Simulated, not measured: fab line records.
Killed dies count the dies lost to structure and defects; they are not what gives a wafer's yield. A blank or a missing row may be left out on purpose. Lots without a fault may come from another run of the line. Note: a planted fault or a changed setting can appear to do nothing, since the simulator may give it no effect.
The tool behind it: which one? / flow sky130 / Sampling: 11 lots, 33 wafers, 6 of 708 route steps

WHAT THE GAUGES SHOWED, per wafer
SKY_CONTACT_THK_MEAS_03.
lot=L330; measured=day 31 17:16; on=film-metro-03; CONTACT_HDPCVD_THK (nm)=562 567 561
lot=L331; measured=day 31 22:43; on=film-metro-01; CONTACT_HDPCVD_THK (nm)=565 566 558
lot=L332; measured=day 32 12:28; on=film-metro-01; CONTACT_HDPCVD_THK (nm)=554 548 558
lot=L341; measured=day 35 05:22; on=film-metro-01; CONTACT_HDPCVD_THK (nm)=525 564 567 525 564 566
lot=L342; measured=day 35 17:32; on=film-metro-03; CONTACT_HDPCVD_THK (nm)=521 553 557 521 553 557
lot=L343; measured=day 35 22:46; on=film-metro-03; CONTACT_HDPCVD_THK (nm)=565 564 563
lot=L344; measured=day 36 04:07; on=film-metro-02; CONTACT_HDPCVD_THK (nm)=563 567 561
lot=L345; measured=day 36 10:32; on=film-metro-02; CONTACT_HDPCVD_THK (nm)=565 558 559
lot=L349; measured=day 37 15:55; on=film-metro-02; CONTACT_HDPCVD_THK (nm)=575 571 570
lot=L350; measured=day 37 20:32; on=film-metro-02; CONTACT_HDPCVD_THK (nm)=566 563 566
lot=L351; measured=day 38 03:52; on=film-metro-01; CONTACT_HDPCVD_THK (nm)=563 561 562

SKY_METAL1_THK_MEAS_06: measures by xrf.
lot=L330; measured=day 32 22:34; on=film-metro-03; METAL1_ALCU_THK (nm)=242 245 245
lot=L331; measured=day 33 03:41; on=film-metro-03; METAL1_ALCU_THK (nm)=252 250 251
lot=L332; measured=day 33 16:38; on=film-metro-04; METAL1_ALCU_THK (nm)=248 247 245
lot=L341; measured=day 36 10:22; on=film-metro-04; METAL1_ALCU_THK (nm)=243 247 241
lot=L342; measured=day 36 22:05; on=film-metro-04; METAL1_ALCU_THK (nm)=243 244 247
lot=L343; measured=day 37 03:22; on=film-metro-01; METAL1_ALCU_THK (nm)=245 245 245
lot=L344; measured=day 37 09:11; on=film-metro-01; METAL1_ALCU_THK (nm)=248 245 250
lot=L345; measured=day 37 15:33; on=film-metro-04; METAL1_ALCU_THK (nm)=244 247 247
lot=L349; measured=day 38 19:54; on=film-metro-01; METAL1_ALCU_THK (nm)=246 252 250
lot=L350; measured=day 39 00:41; on=film-metro-04; METAL1_ALCU_THK (nm)=245 246 244
lot=L351; measured=day 39 07:29; on=film-metro-04; METAL1_ALCU_THK (nm)=249 247 247

WHICH TOOL RAN EACH LOT (tool, then ch and the chambers of the sampled wafers, then the start)
lot=L330; SKY_CONTACT_HDPCVD_02=hdpcvd-01 ch 0,1,2, day 31 17:11; SKY_CONTACT_CMP_04=cmp-01 ch 0,2,3, day 31 17:19; SKY_CONTACT_CVD_24=cvd-w-01 ch 0,1, day 32 21:43; SKY_METAL1_SPUTTER_04=pvd-sputter-04, day 32 22:23
lot=L331; SKY_CONTACT_HDPCVD_02=hdpcvd-02 ch 0,1,2, day 31 22:39; SKY_CONTACT_CMP_04=cmp-01 ch 1,3, day 31 22:50; SKY_CONTACT_CVD_24=cvd-w-01 ch 0, day 33 02:44; SKY_METAL1_SPUTTER_04=pvd-sputter-01, day 33 03:31
lot=L332; SKY_CONTACT_HDPCVD_02=hdpcvd-02 ch 0,1,2, day 32 12:24; SKY_CONTACT_CMP_04=cmp-01 ch 0,1,3, day 32 12:31; SKY_CONTACT_CVD_24=cvd-w-02 ch 0,1, day 33 15:47; SKY_METAL1_SPUTTER_04=pvd-sputter-01, day 33 16:28
lot=L341; SKY_CONTACT_HDPCVD_02=hdpcvd-02 ch 0,1,2, day 35 05:19; SKY_CONTACT_CMP_04=cmp-01 ch 1,2, day 35 09:53; SKY_CONTACT_CVD_24=cvd-w-01 ch 0,1, day 36 09:32; SKY_METAL1_SPUTTER_04=pvd-sputter-04, day 36 10:11
lot=L342; SKY_CONTACT_HDPCVD_02=hdpcvd-02 ch 0,1,2, day 35 17:27; SKY_CONTACT_CMP_04=cmp-02 ch 0,1, day 35 21:10; SKY_CONTACT_CVD_24=cvd-w-01 ch 0,1, day 36 21:16; SKY_METAL1_SPUTTER_04=pvd-sputter-04, day 36 21:54
lot=L343; SKY_CONTACT_HDPCVD_02=hdpcvd-01 ch 1,2, day 35 22:41; SKY_CONTACT_CMP_04=cmp-01 ch 0,2, day 35 22:49; SKY_CONTACT_CVD_24=cvd-w-01 ch 0, day 37 02:26; SKY_METAL1_SPUTTER_04=pvd-sputter-04, day 37 03:11
lot=L344; SKY_CONTACT_HDPCVD_02=hdpcvd-01 ch 0,2, day 36 04:02; SKY_CONTACT_CMP_04=cmp-02 ch 1,3, day 36 04:13; SKY_CONTACT_CVD_24=cvd-w-01 ch 0,1, day 37 08:19; SKY_METAL1_SPUTTER_04=pvd-sputter-03, day 37 09:00
lot=L345; SKY_CONTACT_HDPCVD_02=hdpcvd-01 ch 1,2, day 36 10:27; SKY_CONTACT_CMP_04=cmp-02 ch 0,2,3, day 36 10:35; SKY_CONTACT_CVD_24=cvd-w-01 ch 0,1, day 37 14:41; SKY_METAL1_SPUTTER_04=pvd-sputter-03, day 37 15:22
lot=L349; SKY_CONTACT_HDPCVD_02=hdpcvd-01 ch 0,1, day 37 15:50; SKY_CONTACT_CMP_04=cmp-02 ch 0,1,3, day 37 15:58; SKY_CONTACT_CVD_24=cvd-w-02 ch 0,1, day 38 19:03; SKY_METAL1_SPUTTER_04=pvd-sputter-03, day 38 19:44
lot=L350; SKY_CONTACT_HDPCVD_02=hdpcvd-01 ch 0,1, day 37 20:27; SKY_CONTACT_CMP_04=cmp-02 ch 1,3, day 37 20:35; SKY_CONTACT_CVD_24=cvd-w-02 ch 0,1, day 38 23:49; SKY_METAL1_SPUTTER_04=pvd-sputter-04, day 39 00:30
lot=L351; SKY_CONTACT_HDPCVD_02=hdpcvd-01 ch 0,1,2, day 38 03:47; SKY_CONTACT_CMP_04=cmp-02 ch 1,3, day 38 03:55; SKY_CONTACT_CVD_24=cvd-w-01 ch 1, day 39 06:37; SKY_METAL1_SPUTTER_04=pvd-sputter-03, day 39 07:19
- SKY_CONTACT_HDPCVD_02: deposits SiO2, target thk 565 nm, time 94.2 s.
- SKY_CONTACT_CMP_04: polishes SiO2.
- SKY_CONTACT_CVD_24: deposits W, target thk 340 nm, time 102.12 s.
- SKY_METAL1_SPUTTER_04: material TiN, target thk 70 nm, time 58.3 s.

WHAT THE TOOLS THEMSELVES READ (means of the sampled wafers that have a number; where no wafer has one, the mark that the record gives instead)
SKY_CONTACT_HDPCVD_02.
lot=L330; tool=hdpcvd-01; run-length-s (s)=121.3
lot=L331; tool=hdpcvd-02; run-length-s (s)=122.1
lot=L332; tool=hdpcvd-02; run-length-s (s)=121.9
lot=L341; tool=hdpcvd-02; run-length-s (s)=120.7
lot=L342; tool=hdpcvd-02; run-length-s (s)=120.4
lot=L343; tool=hdpcvd-01; run-length-s (s)=121.2
lot=L344; tool=hdpcvd-01; run-length-s (s)=121.7
lot=L345; tool=hdpcvd-01; run-length-s (s)=121.2
lot=L349; tool=hdpcvd-01; run-length-s (s)=121.8
lot=L350; tool=hdpcvd-01; run-length-s (s)=121.8
lot=L351; tool=hdpcvd-01; run-length-s (s)=121.2

SKY_CONTACT_CMP_04.
lot=L330; tool=cmp-01; edge-zone-pressure-frac=0.998; motor-current-A (A)=10.8; time-to-endpoint-s (s)=87
lot=L331; tool=cmp-01; edge-zone-pressure-frac=1.002; motor-current-A (A)=11.1; time-to-endpoint-s (s)=86
lot=L332; tool=cmp-01; edge-zone-pressure-frac=1.002; motor-current-A (A)=10.8; time-to-endpoint-s (s)=83
lot=L341; tool=cmp-01; edge-zone-pressure-frac=1.001; motor-current-A (A)=12.1; time-to-endpoint-s (s)=75
lot=L342; tool=cmp-02; edge-zone-pressure-frac=0.997; motor-current-A (A)=10.6; time-to-endpoint-s (s)=71
lot=L343; tool=cmp-01; edge-zone-pressure-frac=1.003; motor-current-A (A)=11.2; time-to-endpoint-s (s)=80
lot=L344; tool=cmp-02; edge-zone-pressure-frac=0.997; motor-current-A (A)=11.1; time-to-endpoint-s (s)=75
lot=L345; tool=cmp-02; edge-zone-pressure-frac=1.000; motor-current-A (A)=12.4; time-to-endpoint-s (s)=71
lot=L349; tool=cmp-02; edge-zone-pressure-frac=0.998; motor-current-A (A)=11.9; time-to-endpoint-s (s)=80
lot=L350; tool=cmp-02; edge-zone-pressure-frac=1.003; motor-current-A (A)=11.5; time-to-endpoint-s (s)=76
lot=L351; tool=cmp-02; edge-zone-pressure-frac=1.003; motor-current-A (A)=11.4; time-to-endpoint-s (s)=78

SKY_CONTACT_CVD_24.
lot=L330; tool=cvd-w-01; chamber-pressure-Torr (Torr)=39.95; heater-power-w (W)=765
lot=L331; tool=cvd-w-01; chamber-pressure-Torr (Torr)=40.09; heater-power-w (W)=864
lot=L332; tool=cvd-w-02; chamber-pressure-Torr (Torr)=40.08; heater-power-w (W)=823
lot=L341; tool=cvd-w-01; chamber-pressure-Torr (Torr)=40.04; heater-power-w (W)=818
lot=L342; tool=cvd-w-01; chamber-pressure-Torr (Torr)=40.03; heater-power-w (W)=830
lot=L343; tool=cvd-w-01; chamber-pressure-Torr (Torr)=39.99; heater-power-w (W)=875
lot=L344; tool=cvd-w-01; chamber-pressure-Torr (Torr)=39.92; heater-power-w (W)=806
lot=L345; tool=cvd-w-01; chamber-pressure-Torr (Torr)=40.02; heater-power-w (W)=830
lot=L349; tool=cvd-w-02; chamber-pressure-Torr (Torr)=40.03; heater-power-w (W)=828
lot=L350; tool=cvd-w-02; chamber-pressure-Torr (Torr)=40.06; heater-power-w (W)=843
lot=L351; tool=cvd-w-01; chamber-pressure-Torr (Torr)=40.10; heater-power-w (W)=684

SKY_METAL1_SPUTTER_04.
lot=L330; tool=pvd-sputter-04; throttle-valve-pct (%)=30.3
lot=L331; tool=pvd-sputter-01; throttle-valve-pct (%)=29.8
lot=L332; tool=pvd-sputter-01; throttle-valve-pct (%)=29.7
lot=L341; tool=pvd-sputter-04; throttle-valve-pct (%)=29.9
lot=L342; tool=pvd-sputter-04; throttle-valve-pct (%)=29.7
lot=L343; tool=pvd-sputter-04; throttle-valve-pct (%)=30.1
lot=L344; tool=pvd-sputter-03; throttle-valve-pct (%)=29.3
lot=L345; tool=pvd-sputter-03; throttle-valve-pct (%)=30.6
lot=L349; tool=pvd-sputter-03; throttle-valve-pct (%)=30.1
lot=L350; tool=pvd-sputter-04; throttle-valve-pct (%)=30.3
lot=L351; tool=pvd-sputter-03; throttle-valve-pct (%)=30.6

THE ANSWER, worked out from the rows above alone
Rule: usual is defined by the lots themselves. Put in order of their means at a reading, lots are off if they are a third of the lots or fewer, leave a main group of 4 or more, and stand apart from it by a gap of 3 or more times the standard deviation of the main group's means; of several such gaps the widest counts. The tables above print the reading to a certain number of digits; a main group whose means all agree to those digits is not used. Also off: a lot with no number at a reading for which 4 or more lots have one. Where the step has rows for the other lots, those lots are counted as sound. First the gauges in route order, then the tools' own readings, where a lot's mean is used as printed above. The first step at which some lot is off is used, and at that step the reading that is off furthest; a lot without a number counts as furthest.
No lot is off at any reading shown: from this, nothing can be told.

WHAT THE SIMULATOR PUT IN
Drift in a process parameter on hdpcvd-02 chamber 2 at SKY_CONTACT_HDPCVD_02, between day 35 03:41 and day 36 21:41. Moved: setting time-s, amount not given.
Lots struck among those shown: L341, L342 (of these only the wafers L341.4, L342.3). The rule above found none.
